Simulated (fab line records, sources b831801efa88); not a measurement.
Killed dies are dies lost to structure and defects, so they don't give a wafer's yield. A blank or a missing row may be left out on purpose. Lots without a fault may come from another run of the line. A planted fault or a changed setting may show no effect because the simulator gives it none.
Which tool did it? | flow sky130 | 15 lots, 45 wafers sampled, at 7 steps of a route of 708

WHAT THE GAUGES READ, wafer by wafer
SKY_FIELD_ISO_THK_MEAS_23.
lot  | measured    | on            | FIELD_ISO_OXIDATION_01_THK (nm)
L447 | day 2 12:13 | film_metro-04 | 9.97 10.03 10.17
L449 | day 2 22:35 | film_metro-03 | 9.71 10.00 9.70
L450 | day 3 05:10 | film_metro-02 | 10.07 10.19 10.35
L452 | day 3 16:26 | film_metro-04 | 9.74 9.66 9.94
L453 | day 3 19:20 | film_metro-04 | 10.08 10.08 10.05
L454 | day 4 04:11 | film_metro-03 | 10.00 9.98 9.95
L456 | day 4 11:19 | film_metro-03 | 10.50 10.37 10.35
L462 | day 5 19:29 | film_metro-03 | 10.02 10.02 10.17
L463 | day 6 02:39 | film_metro-02 | 10.42 10.45 10.51
L464 | day 6 05:05 | film_metro-04 | 10.08 10.20 10.13
L465 | day 6 10:34 | film_metro-03 | 10.62 10.71 10.53
L466 | day 6 13:55 | film_metro-02 | 9.72 9.63 9.65
L467 | day 6 19:27 | film_metro-02 | 10.07 10.07 10.09
L468 | day 7 01:52 | film_metro-03 | 10.37 10.39 10.10
L469 | day 7 06:04 | film_metro-04 | 9.94 10.01 10.15

SKY_VT_ADJUST_NCORE_CD_MEAS_07: target cd 380 nm.
lot  | measured     | on        | cd_nm (nm)
L447 | day 8 20:52  | cd_sem-01 | 380.9 378.8 382.7
L449 | day 9 10:17  | cd_sem-02 | 383.3 380.3 383.4
L450 | day 9 17:25  | cd_sem-01 | 378.7 379.1 379.5
L452 | day 10 11:39 | cd_sem-02 | 381.1 380.9 382.7
L453 | day 10 23:23 | cd_sem-02 | - - -
L454 | day 11 09:04 | cd_sem-01 | - - -
L456 | day 11 18:19 | cd_sem-02 | - - -
L462 | day 13 08:34 | cd_sem-01 | 378.2 377.9 378.3
L463 | day 13 18:14 | cd_sem-01 | 377.9 380.3 380.9
L464 | day 13 18:47 | cd_sem-01 | 381.2 379.3 381.3
L465 | day 14 04:34 | cd_sem-01 | 379.5 378.1 378.1
L466 | day 14 09:44 | cd_sem-01 | 380.6 377.1 379.5
L467 | day 14 16:33 | cd_sem-02 | 380.6 381.5 380.7
L468 | day 15 00:37 | cd_sem-01 | 381.0 381.8 380.8
L469 | day 15 18:10 | cd_sem-01 | 376.9 381.2 378.7

SKY_VT_ADJUST_HVTR_TW_MEAS_11.
lot  | measured     | on            | VT_ADJUST_HVTR_TW
L447 | day 9 18:50  | film_metro-03 | 214.4 214.7 213.7
L449 | day 10 09:36 | film_metro-02 | 211.6 211.3 212.8
L450 | day 10 16:23 | film_metro-03 | 213.6 214.9 213.8
L452 | day 11 11:19 | film_metro-02 | 210.6 210.5 210.2
L453 | day 11 22:55 | film_metro-02 | 263.0 263.0 262.2
L454 | day 12 09:41 | film_metro-02 | 261.3 261.7 262.7
L456 | day 12 19:02 | film_metro-03 | 265.9 267.6 265.3
L462 | day 14 11:22 | film_metro-02 | 211.1 210.4 211.2
L463 | day 14 20:43 | film_metro-03 | 214.5 214.1 214.6
L464 | day 14 20:59 | film_metro-03 | 214.2 213.6 213.4
L465 | day 15 07:07 | film_metro-02 | 212.5 212.2 212.5
L466 | day 15 13:41 | film_metro-01 | 208.8 207.9 208.2
L467 | day 15 20:20 | film_metro-01 | 207.7 208.0 207.1
L468 | day 16 05:14 | film_metro-01 | 207.7 209.3 209.2
L469 | day 16 23:19 | film_metro-03 | 216.1 214.2 214.5

SKY_VT_ADJUST_PCH_TW_MEAS_10.
lot  | measured     | on            | VT_ADJUST_PCH_TW
L447 | day 10 16:56 | film_metro-04 | 143.4 143.4 143.6
L449 | day 11 11:32 | film_metro-04 | 143.2 143.8 143.4
L450 | day 11 14:43 | film_metro-01 | 141.4 141.7 141.5
L452 | day 12 11:17 | film_metro-01 | 141.2 141.2 141.3
L453 | day 12 23:53 | film_metro-01 | 229.4 229.1 229.3
L454 | day 13 10:50 | film_metro-04 | 233.5 231.5 233.3
L456 | day 13 20:49 | film_metro-04 | 233.6 233.4 232.2
L462 | day 15 13:59 | film_metro-02 | 143.5 143.4 144.0
L463 | day 15 23:58 | film_metro-01 | 140.6 141.0 140.8
L464 | day 16 00:39 | film_metro-04 | 143.8 144.0 145.0
L465 | day 16 11:16 | film_metro-02 | 143.7 143.1 142.7
L466 | day 16 18:25 | film_metro-04 | 143.8 143.5 144.0
L467 | day 17 00:55 | film_metro-02 | 143.2 142.9 143.3
L468 | day 17 10:04 | film_metro-01 | 141.4 140.3 140.8
L469 | day 18 04:43 | film_metro-02 | 144.4 143.4 143.5

WHICH TOOL RAN EACH LOT (tool, then ch and the chambers of the sampled wafers, then the start)
lot  | SKY_NWELL_STRIP_25                   | SKY_VT_ADJUST_HVTP_STRIP_10          | SKY_VT_ADJUST_NCORE_COAT_02
L447 | plasma_asher-02 ch 0,1, day 5 13:43  | plasma_asher-02 ch 0,1, day 6 09:26  | litho_track-02 ch 0, day 8 10:14
L449 | plasma_asher-01 ch 0,1, day 6 00:58  | plasma_asher-04 ch 1, day 6 20:23    | litho_track-02 ch 0, day 8 23:40
L450 | plasma_asher-02 ch 0,1, day 6 07:28  | plasma_asher-04 ch 0,1, day 7 03:41  | litho_track-04 ch 0, day 9 05:58
L452 | plasma_asher-04 ch 0,1, day 6 22:05  | plasma_asher-02 ch 0,1, day 7 17:59  | litho_track-04 ch 0, day 9 23:58
L453 | plasma_asher-04 ch 0,1, day 7 07:39  | plasma_asher-03 ch 0,1, day 8 03:38  | litho_track-01, day 10 11:19
L454 | plasma_asher-04 ch 0, day 7 16:48    | plasma_asher-04 ch 0,1, day 8 13:59  | litho_track-04, day 10 22:10
L456 | plasma_asher-01 ch 0,1, day 8 01:07  | plasma_asher-03 ch 0,1, day 8 22:43  | litho_track-02, day 11 06:53
L462 | plasma_asher-04 ch 0,1, day 9 09:55  | plasma_asher-04 ch 0,1, day 10 08:56 | litho_track-02 ch 0, day 12 19:26
L463 | plasma_asher-04 ch 0,1, day 9 18:19  | plasma_asher-04 ch 0,1, day 10 17:55 | litho_track-02 ch 0, day 13 05:29
L464 | plasma_asher-02 ch 0,1, day 9 19:30  | plasma_asher-03 ch 0,1, day 10 18:32 | litho_track-01 ch 0, day 13 05:59
L465 | plasma_asher-04 ch 0,1, day 10 03:06 | plasma_asher-03 ch 0,1, day 11 02:05 | litho_track-02 ch 0, day 13 15:11
L466 | plasma_asher-04 ch 0,1, day 10 07:55 | plasma_asher-03 ch 0,1, day 11 07:31 | litho_track-02 ch 0, day 13 20:10
L467 | plasma_asher-01 ch 0,1, day 10 13:05 | plasma_asher-02 ch 0,1, day 11 12:18 | litho_track-01 ch 0, day 14 03:49
L468 | plasma_asher-04 ch 1, day 10 20:31   | plasma_asher-03 ch 1, day 11 20:08   | litho_track-01 ch 0, day 14 12:11
L469 | plasma_asher-02 ch 0,1, day 11 11:03 | plasma_asher-04 ch 0,1, day 12 11:35 | litho_track-01 ch 0, day 15 04:22
- SKY_NWELL_STRIP_25: strips in O2/N2.
- SKY_VT_ADJUST_HVTP_STRIP_10: strips in O2/N2.
- SKY_VT_ADJUST_NCORE_COAT_02: resist thk 1140 nm.

WHAT THE TOOLS THEMSELVES READ (means of the sampled wafers that have a number; where no wafer has one, the mark that the record gives instead)
SKY_NWELL_STRIP_25.
lot  | tool            | drypump_motor_current_A (A) | oes_product_au (a.u.) | strip_time_to_endpoint_s (s)
L447 | plasma_asher-02 | 6.0                         | 0.720                 | 37.01
L449 | plasma_asher-01 | 5.8                         | 0.719                 | 36.91
L450 | plasma_asher-02 | 6.0                         | 0.722                 | 37.02
L452 | plasma_asher-04 | 6.2                         | 0.720                 | 37.00
L453 | plasma_asher-04 | 6.0                         | 0.722                 | 36.99
L454 | plasma_asher-04 | 6.0                         | 0.726                 | 36.77
L456 | plasma_asher-01 | 5.8                         | 0.719                 | 36.93
L462 | plasma_asher-04 | 6.1                         | 0.722                 | 36.86
L463 | plasma_asher-04 | 6.1                         | 0.723                 | 36.98
L464 | plasma_asher-02 | 6.0                         | 0.718                 | 36.77
L465 | plasma_asher-04 | 6.1                         | 0.725                 | 36.92
L466 | plasma_asher-04 | 6.0                         | 0.721                 | 36.77
L467 | plasma_asher-01 | 5.5                         | 0.721                 | 36.79
L468 | plasma_asher-04 | 6.2                         | 0.721                 | 36.92
L469 | plasma_asher-02 | 6.0                         | 0.724                 | 36.98

SKY_VT_ADJUST_HVTP_STRIP_10.
lot  | tool            | drypump_motor_current_A (A) | oes_product_au (a.u.) | strip_time_to_endpoint_s (s)
L447 | plasma_asher-02 | 6.0                         | 0.718                 | 14.14
L449 | plasma_asher-04 | 6.2                         | 0.715                 | 14.17
L450 | plasma_asher-04 | 6.1                         | 0.715                 | 14.20
L452 | plasma_asher-02 | 5.8                         | 0.715                 | 14.23
L453 | plasma_asher-03 | 5.9                         | 0.718                 | 14.20
L454 | plasma_asher-04 | 6.1                         | 0.717                 | 14.18
L456 | plasma_asher-03 | 5.9                         | 0.718                 | 14.17
L462 | plasma_asher-04 | 6.2                         | 0.712                 | 14.17
L463 | plasma_asher-04 | 6.1                         | 0.718                 | 14.17
L464 | plasma_asher-03 | 5.6                         | 0.719                 | 14.20
L465 | plasma_asher-03 | 5.9                         | 0.713                 | 14.20
L466 | plasma_asher-03 | 5.9                         | 0.715                 | 14.18
L467 | plasma_asher-02 | 5.8                         | 0.713                 | 14.19
L468 | plasma_asher-03 | 6.1                         | 0.718                 | 14.13
L469 | plasma_asher-04 | 6.1                         | 0.712                 | 14.22

SKY_VT_ADJUST_NCORE_COAT_02.
lot  | tool           | chill_plate_temp_C (C) | dispense_pressure_kPa (kPa)
L447 | litho_track-02 | 22.97                  | 50.4
L449 | litho_track-02 | 23.05                  | 50.4
L450 | litho_track-04 | 23.02                  | 51.8
L452 | litho_track-04 | 22.90                  | 51.8
L453 | litho_track-01 | -                      | -
L454 | litho_track-04 | -                      | -
L456 | litho_track-02 | -                      | -
L462 | litho_track-02 | 22.93                  | 50.4
L463 | litho_track-02 | 23.03                  | 50.4
L464 | litho_track-01 | 22.94                  | 53.9
L465 | litho_track-02 | 22.86                  | 50.4
L466 | litho_track-02 | 23.13                  | 50.4
L467 | litho_track-01 | 23.02                  | 53.9
L468 | litho_track-01 | 23.06                  | 53.9
L469 | litho_track-01 | 22.99                  | 53.9

THE ANSWER, worked out from the rows above alone
Rule: what is usual is taken from the lots themselves. Put in order of their means at a reading, lots are off if they are a third of the lots or fewer, leave a main group of 4 or more, and stand apart from it by a gap of 3 or more times the standard deviation of the main group's means; of several such gaps the widest counts. A main group whose means are all the same, to the digits that the tables above print for the reading, isn't used. A lot without any number at a reading at which 4 lots or more have one is off too. The other lots that the step has rows for count as sound. The gauges are gone through in route order, then the tools' own readings, and for those a lot's mean is taken as printed above. The first step at which some lot is off is used, and at that step the reading that is off furthest; a lot without a number counts as furthest.
Off: L453, L454, L456, at SKY_VT_ADJUST_NCORE_CD_MEAS_07 (cd_nm). Without a number there: L453, L454, L456. The main group: mean 380.1 nm, standard deviation 1.3.
A tool fits if, at a process step before that reading, it ran every lot that is off, and no sound lot after the first of them. The gauges at SKY_VT_ADJUST_NCORE_CD_MEAS_07 aren't tried: what is off there is off at SKY_VT_ADJUST_HVTR_TW_MEAS_11 too, on other tools, and a gauge's error can't cause that. None of those tried fits.

WHAT THE SIMULATOR HAD PUT IN
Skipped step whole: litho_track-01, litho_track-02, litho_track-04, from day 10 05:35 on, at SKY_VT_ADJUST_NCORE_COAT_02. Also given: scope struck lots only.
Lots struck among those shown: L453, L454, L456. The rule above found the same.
